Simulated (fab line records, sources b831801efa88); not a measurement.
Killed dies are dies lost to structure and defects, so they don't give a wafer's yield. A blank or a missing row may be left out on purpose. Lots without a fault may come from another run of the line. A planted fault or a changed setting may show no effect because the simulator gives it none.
Problem report in the 8D (eight disciplines) form, filled by code | flow sky130 | the parts of the form that need people (team, actions taken, sign-off) are left out

1. THE PROBLEM
strip_time_to_endpoint_s at SKY_LI_CONTACT_STRIP_16 reads a mean of 3.93 s on 3 wafers of 2 lots; wafers without a fault read 3.49 s with a standard deviation of 0.032. That is +14 standard deviations from the usual mean.
The step: strips in O2/N2.
First seen on wafer L678.1, day 33 21:32, on plasma_asher-04. The record holds 18 wafers of 6 lots with a number at this step. Rule for "out", or "out of limits": more than 4 standard deviations from the usual mean. The other wafers with a number count as sound.

2. WHAT IT IS AND WHAT IT IS NOT
question                    | is                               | is not
which readings at this step | strip_time_to_endpoint_s         | -
which lots                  | L678, L679                       | L668, L669, L680, L685
which wafers of those lots  | L678.1, L679.4, L679.5           | L678.4, L678.6, L679.1
read on which tools         | plasma_asher-02, plasma_asher-04 | plasma_asher-01
when                        | from day 33 21:32                | up to then (8 sound wafers); but 7 sound wafers of L679, L680, L685 came after

3. SUSPECTS, AND WHAT RULES EACH OUT
Counting: a tool at a process step up to the reading stays a suspect if it ran every lot that is out. Sound lots after the first of them don't rule it out here, since some wafers of a struck lot are sound.
- rie_diel-01 at SKY_LI_CONTACT_ETCH_14 (etches BARC in N2/H2, stops on SiO2, time 45.9 s, target depth 60 nm): kept. It ran every lot that is out, first L678 (day 33 21:24); its last sound lot up to then is L669 (day 31 20:33).
- rie_diel-01 at SKY_LI_CONTACT_ETCH_15 (etches PSG in C4F8/O2/Ar, stops on Si, target depth 600 nm): kept. It ran every lot that is out, first L678 (day 33 21:26); its last sound lot up to then is L669 (day 31 20:35).
- Within rie_diel-01 at SKY_LI_CONTACT_ETCH_14: the wafers that are out ran in chamber 0; their sound lot-mates ran in chambers 1, 2, 3.
- Within rie_diel-01 at SKY_LI_CONTACT_ETCH_15: the wafers that are out ran in chamber 0; their sound lot-mates ran in chambers 1, 2, 3.
Left after counting: rie_diel-01 at SKY_LI_CONTACT_ETCH_14, rie_diel-01 at SKY_LI_CONTACT_ETCH_15.

4. THE CAUSE (what the simulator had put in)
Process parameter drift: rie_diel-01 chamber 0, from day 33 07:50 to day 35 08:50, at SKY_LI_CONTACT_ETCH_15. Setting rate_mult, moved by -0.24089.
Counting left 2 suspects, and this tool is among them.

5. THE CHAIN OF EFFECTS, in route order
Each row: a reading whose mean over the struck wafers that have a number lies more than 3 standard deviations from the usual. Only readings for which the record gives a usual standard deviation are gone through. hours: the time from each lot's start at the first step in this table that gives one to its start at this step, as a median over the lots. sigmas: the change in usual standard deviations.
hours | step                    | reading                  | usual      | on struck wafers | change | sigmas
0     | SKY_LI_CONTACT_STRIP_16 | oes_product_au           | 0.376 a.u. | 0.394            | +0.018 | +3.7
0     | SKY_LI_CONTACT_STRIP_16 | strip_time_to_endpoint_s | 3.49 s     | 3.93             | +0.44  | +14
The process steps in it:
- SKY_LI_CONTACT_STRIP_16: strips in O2/N2.

6. WHAT WOULD HAVE CAUGHT IT SOONER
In this record the first reading out of limits was taken at day 33 21:32, 14 hours after the fault began at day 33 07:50.
Of the tool readings at SKY_LI_CONTACT_ETCH_15 for which the record gives a usual standard deviation, none was out on any struck wafer, so an alarm limit of 4 standard deviations on them would not have fired.
Of the lots that are out (2), L679 began SKY_LI_CONTACT_ETCH_15 on rie_diel-01 after day 33 21:32. A hold on the tool at that time would have spared it.
